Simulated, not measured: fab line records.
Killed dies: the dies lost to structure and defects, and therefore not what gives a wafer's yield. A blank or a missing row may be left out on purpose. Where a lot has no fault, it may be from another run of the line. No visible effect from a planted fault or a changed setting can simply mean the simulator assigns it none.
fab line records -- flow gf180mcu -- part 2 of 2: steps 26 to 34 of 34
[record] lots = 5, wafers = 15, lastDay = 32
route steps=602 shown NSD@241 PSD@248 SAB@264
lots that met no fault: from a run of the same line without faults
startH: start of the lot's first displayed wafer, in hours after the record's first day -- waitH: how many hours have passed since the lot's step before this one -- " identical to the entry in the row above -- L1.1+2: several wafers, shown together as one row -- - value missing, or start not given -- * or withheld: withheld -- < > ~ a bound
route shown NAME@n: NAME is a module with steps in the file, n the number in the route of the first one -- usual: the fault-free wafers' mean and standard deviation -- same: alike in all rows -- chamber/n: place in a boat -- sites: readings site by site -- _std_site: their standard deviation -- _edge_site: the outer-site mean with the inner-site mean subtracted -- radiusMm: for every site, how far away it sits from the centre of the wafer -- mask NAME#n: copy n -- behind: the most recent tool/chamber to have shaped the wafer -- hold: what put the lot on hold/how long, in hours/how the hold closed -- device: the transistor (n, p or np) that didn't switch -- end of line: tests of these same wafers at the route's end -- step lacking rows: just its recipe -- killed: count of dies lost to structure and defects at first sort (not the wafer's yield) -- map: shows each die of a wafer: x if killed, . if not, _ if none is there
set.NAME: the setting the step ran with; set.NAME@STEP: the setting that earlier step ran with -- model.NAME: the simulator's own value behind a step, which no gauge read
a table for each step, a row for each wafer; lots at some steps of the route
services: the hour from which a tool's chamber was out of use, counted from the record's first day as startH (under 0 if before that day), plus the number of hours and why
[[steps]]
[step GF_SAB_DEHYDRATE_02]
[recipe] tempC = 200, timeS = 60
[usual] exhaustPa = 45.0/0.89, heaterPowerTotalW = 160.39/0.13, resistLineTempC = 23.00/0.099
lot.wafer,tool,chamber,startH,waitH,exhaustPa,heaterPowerTotalW,resistLineTempC
L074.2,lithoTrack-01,0,340.52,9.9,45.9,160.36,22.81
L074.3,lithoTrack-01,0,340.52,9.9,45.6,160.32,23.03
L074.6,lithoTrack-01,0,340.52,9.9,45.6,160.17,23.06
L076.2,lithoTrack-04,0,355.18,10.3,45.6,160.39,22.90
L076.3,lithoTrack-04,0,355.18,10.3,45.6,160.51,22.95
L076.4,lithoTrack-04,0,355.18,10.3,46.5,160.27,23.05
L083.1,lithoTrack-02,0,399.93,10.7,47.1,160.23,22.99
L083.4,lithoTrack-02,0,399.93,10.7,46.1,160.31,23.03
L083.6,lithoTrack-02,0,399.93,10.7,45.9,160.34,22.91
L085.2,lithoTrack-04,0,427.13,11.4,44.9,160.40,23.05
L085.4,lithoTrack-04,0,427.13,11.4,44.7,160.40,22.88
L085.5,lithoTrack-04,0,427.13,11.4,45.7,160.49,23.16
L088.2,lithoTrack-01,0,446.82,11.5,44.8,160.35,22.98
L088.4,lithoTrack-01,0,446.82,11.5,45.5,160.53,22.91
L088.5,lithoTrack-01,0,446.82,11.5,45.9,160.59,23.17
[step GF_SAB_HMDS_03]
[recipe] primeTimeS = 60, primeTempC = 120
[usual] exhaustPa = 45.1/0.87, resistLineTempC = 22.97/0.1
lot.wafer,tool,chamber,startH,waitH,exhaustPa,resistLineTempC
L074.2,lithoTrack-01,0,340.67,0.1,44.5,22.82
L074.3,lithoTrack-01,0,340.67,0.1,43.5,23.02
L074.6,lithoTrack-01,0,340.67,0.1,44.2,23.08
L076.2,lithoTrack-04,0,355.33,0.1,44.5,22.90
L076.3,lithoTrack-04,0,355.33,0.1,46.7,22.90
L076.4,lithoTrack-04,0,355.33,0.1,45.7,22.95
L083.1,lithoTrack-02,0,400.08,0.1,44.5,22.98
L083.4,lithoTrack-02,0,400.08,0.1,45.3,22.88
L083.6,lithoTrack-02,0,400.08,0.1,46.2,22.96
L085.2,lithoTrack-04,0,427.28,0.1,45.7,23.09
L085.4,lithoTrack-04,0,427.28,0.1,46.9,23.01
L085.5,lithoTrack-04,0,427.28,0.1,45.5,23.10
L088.2,lithoTrack-01,0,446.97,0.1,45.1,22.93
L088.4,lithoTrack-01,0,446.97,0.1,45.2,23.18
L088.5,lithoTrack-01,0,446.97,0.1,45.9,22.99
[step GF_SAB_COAT_04]
[recipe] resist = NOVOLAK, spinRpm = 3000, resistThkNm = 1000
[usual] exhaustPa = 44.8/0.91, resistLineTempC = 23.01/0.11
lot.wafer,tool,chamber,startH,waitH,exhaustPa,resistLineTempC
L074.2,lithoTrack-01,0,340.82,0.1,44.9,22.96
L074.3,lithoTrack-01,0,340.82,0.1,43.9,23.13
L074.6,lithoTrack-01,0,340.82,0.1,44.9,22.97
L076.2,lithoTrack-04,0,355.48,0.1,44.4,23.01
L076.3,lithoTrack-04,0,355.48,0.1,45.8,22.97
L076.4,lithoTrack-04,0,355.48,0.1,45.3,23.02
L083.1,lithoTrack-02,0,400.23,0.1,44.5,22.88
L083.4,lithoTrack-02,0,400.23,0.1,45.8,22.79
L083.6,lithoTrack-02,0,400.23,0.1,44.7,22.88
L085.2,lithoTrack-04,0,427.43,0.1,46.8,23.14
L085.4,lithoTrack-04,0,427.43,0.1,45.3,23.06
L085.5,lithoTrack-04,0,427.43,0.1,45.4,23.09
L088.2,lithoTrack-01,0,447.12,0.1,44.1,22.96
L088.4,lithoTrack-01,0,447.12,0.1,43.7,22.95
L088.5,lithoTrack-01,0,447.12,0.1,44.4,22.96
[step GF_SAB_SOFTBAKE_05]
[recipe] tempC = 90, timeS = 60, resist = NOVOLAK
[usual] exhaustPa = 45.0/0.9, heaterPowerTotalW = 56.60/0.044, resistLineTempC = 22.98/0.099
lot.wafer,tool,chamber,startH,waitH,exhaustPa,heaterPowerTotalW,resistLineTempC
L074.2,lithoTrack-01,0,340.97,0.1,43.8,56.53,22.92
L074.3,lithoTrack-01,0,340.97,0.1,44.7,56.64,22.93
L074.6,lithoTrack-01,0,340.97,0.1,44.9,56.61,22.95
L076.2,lithoTrack-04,0,355.63,0.1,44.6,56.58,22.84
L076.3,lithoTrack-04,0,355.63,0.1,46.8,56.56,23.06
L076.4,lithoTrack-04,0,355.63,0.1,45.7,56.54,23.03
L083.1,lithoTrack-02,0,400.38,0.1,45.9,56.62,23.16
L083.4,lithoTrack-02,0,400.38,0.1,44.2,56.65,22.92
L083.6,lithoTrack-02,0,400.38,0.1,45.1,56.61,22.97
L085.2,lithoTrack-04,0,427.58,0.1,44.9,56.52,22.93
L085.4,lithoTrack-04,0,427.58,0.1,43.8,56.57,23.00
L085.5,lithoTrack-04,0,427.58,0.1,45.2,56.61,22.96
L088.2,lithoTrack-01,0,447.27,0.1,47.0,56.58,23.05
L088.4,lithoTrack-01,0,447.27,0.1,46.9,56.58,23.13
L088.5,lithoTrack-01,0,447.27,0.1,45.3,56.59,23.11
[step GF_SAB_EXPOSE_06]
[recipe] maskId = SAB, targetCdNm = 420, na = 0.6, sourceShape = conventional, sigmaOuter = 0.6, doseMj = 140
[usual] reticleTempC = 23.01/0.1
lot.wafer,tool,chamber,startH,waitH,mask,reticleTempC
L074.2,ilineStepper-02,0,-,-,SAB#0,23.06
L074.3,ilineStepper-02,0,-,-,SAB#0,22.94
L074.6,ilineStepper-02,0,-,-,SAB#0,22.85
L076.2,ilineStepper-02,0,-,-,SAB#0,22.85
L076.3,ilineStepper-02,0,-,-,SAB#0,22.86
L076.4,ilineStepper-02,0,-,-,SAB#0,22.93
L083.1,ilineStepper-02,0,-,-,SAB#0,22.97
L083.4,ilineStepper-02,0,-,-,SAB#0,22.82
L083.6,ilineStepper-02,0,-,-,SAB#0,22.90
L085.2,ilineStepper-02,0,-,-,SAB#0,22.94
L085.4,ilineStepper-02,0,-,-,SAB#0,22.91
L085.5,ilineStepper-02,0,-,-,SAB#0,22.97
L088.2,ilineStepper-01,0,-,-,SAB#0,23.16
L088.4,ilineStepper-01,0,-,-,SAB#0,23.12
L088.5,ilineStepper-01,0,-,-,SAB#0,23.01
[step GF_SAB_PEB_07]
[recipe] tempC = withheld, timeS = *, resist = NOVOLAK
[usual] exhaustPa = 45.1/0.92, resistLineTempC = *
lot.wafer,tool,chamber,startH,waitH,exhaustPa,resistLineTempC
L074.2,lithoTrack-01,0,-,-,47.4,*
L074.3,lithoTrack-01,0,-,-,46.5,*
L074.6,lithoTrack-01,0,-,-,46.2,*
L076.2,lithoTrack-02,0,-,-,46.5,*
L076.3,lithoTrack-02,0,-,-,46.2,*
L076.4,lithoTrack-02,0,-,-,45.8,*
L083.1,lithoTrack-02,0,-,-,44.4,*
L083.4,lithoTrack-02,0,-,-,44.2,*
L083.6,lithoTrack-02,0,-,-,43.9,*
L085.2,lithoTrack-02,0,-,-,44.2,*
L085.4,lithoTrack-02,0,-,-,44.6,*
L085.5,lithoTrack-02,0,-,-,44.0,*
L088.2,lithoTrack-01,0,-,-,44.7,*
L088.4,lithoTrack-01,0,-,-,43.8,*
L088.5,lithoTrack-01,0,-,-,43.7,*
[step GF_SAB_DEVELOP_08]
[recipe] developTimeS = 60, devTempC = 23
[usual] exhaustPa = 45.0/0.86, resistLineTempC = 22.99/0.093
lot.wafer,tool,chamber,startH,waitH,exhaustPa,resistLineTempC
L074.2,lithoTrack-01,0,351.72,0.1,43.8,23.15
L074.3,lithoTrack-01,0,351.72,0.1,44.4,23.09
L074.6,lithoTrack-01,0,351.72,0.1,46.0,22.85
L076.2,lithoTrack-02,0,366.51,0.1,44.1,23.08
L076.3,lithoTrack-02,0,366.51,0.1,44.7,23.06
L076.4,lithoTrack-02,0,366.51,0.1,43.7,23.07
L083.1,lithoTrack-02,0,411.78,0.1,46.2,23.08
L083.4,lithoTrack-02,0,411.78,0.1,45.6,22.93
L083.6,lithoTrack-02,0,411.78,0.1,44.9,22.99
L085.2,lithoTrack-02,0,439.46,0.1,44.1,22.95
L085.4,lithoTrack-02,0,439.46,0.1,45.7,23.06
L085.5,lithoTrack-02,0,439.46,0.1,46.8,22.90
L088.2,lithoTrack-01,0,459.17,0.1,44.9,23.03
L088.4,lithoTrack-01,0,459.17,0.1,43.4,22.83
L088.5,lithoTrack-01,0,459.17,0.1,44.1,23.06
[step GF_SAB_CD_MEAS_09]
[recipe] targetCdNm = 420
[usual] cdNm = 420.0/2.3
lot.wafer,tool,chamber,startH,waitH,cdNm
L074.2,cdSem-02,-,351.87,0.1,419.1
L074.3,cdSem-02,-,351.87,0.1,420.1
L074.6,cdSem-02,-,351.87,0.1,424.0
L076.2,cdSem-01,-,366.65,0.1,419.3
L076.3,cdSem-01,-,366.65,0.1,417.8
L076.4,cdSem-01,-,366.65,0.1,417.4
L083.1,cdSem-02,-,411.93,0.1,415.9
L083.4,cdSem-02,-,411.93,0.1,418.0
L083.6,cdSem-02,-,411.93,0.1,417.3
L085.2,cdSem-01,-,439.60,0.1,417.4
L085.4,cdSem-01,-,439.60,0.1,415.3
L085.5,cdSem-01,-,439.60,0.1,418.1
L088.2,cdSem-01,-,459.31,0.1,420.4
L088.4,cdSem-01,-,459.31,0.1,417.6
L088.5,cdSem-01,-,459.31,0.1,417.0
[step GF_SAB_OVL_MEAS_10]
[usual] SAB_OVL = 0.6/1.3
lot.wafer,tool,chamber,startH,waitH,SAB_OVL[nm]
L074.2,overlay-02,-,351.97,0.1,-0.2
L074.3,overlay-02,-,351.97,0.1,-0.2
L074.6,overlay-02,-,351.97,0.1,0.4
L076.2,overlay-01,-,366.76,0.1,-0.2
L076.3,overlay-01,-,366.76,0.1,1.2
L076.4,overlay-01,-,366.76,0.1,0.5
L083.1,overlay-01,-,412.05,0.1,-2.8
L083.4,overlay-01,-,412.05,0.1,0.1
L083.6,overlay-01,-,412.05,0.1,0.1
L085.2,overlay-02,-,439.71,0.1,-0.4
L085.4,overlay-02,-,439.71,0.1,1.3
L085.5,overlay-02,-,439.71,0.1,-1.1
L088.2,overlay-02,-,459.42,0.1,-0.8
L088.4,overlay-02,-,459.42,0.1,0.1
L088.5,overlay-02,-,459.42,0.1,1.9
[[services]]
tool,chamber,startH,hours,kind
plasmaAsher-02,-,285.41,55.8,repair
plasmaAsher-04,-,301.38,4.3,pm
pecvd-03,-,309.45,5.5,pm
lithoTrack-01,-,315.67,-,consumableReplace:filter
implanter-03,-,333.25,2.8,pm
pecvd-02,-,344.04,14.6,pm
rtpAnneal-01,-,365.47,4.3,pm
implanter-03,-,365.97,1.7,repair
pecvd-02,-,368.88,14.0,pm
ilineStepper-02,-,370.42,6.4,repair
ilineStepper-02,-,387.81,2.3,repair
ilineStepper-02,-,391.50,4.9,repair
ilineStepper-02,-,411.20,1.7,pm
implanter-03,-,411.93,1.3,repair
plasmaAsher-04,-,421.25,9.0,pm
plasmaAsher-04,0,421.25,9.0,ventCycle
plasmaAsher-04,1,421.25,9.0,ventCycle
implanter-01,-,430.62,1.4,repair
lithoTrack-02,-,439.58,-,consumableReplace:filter
pecvd-02,1,439.79,20.2,repair
ilineStepper-02,-,440.55,4.4,pm
plasmaAsher-01,-,450.92,15.6,pm
ilineStepper-02,0,452.28,-,calibration
pecvd-03,-,453.78,0.8,repair
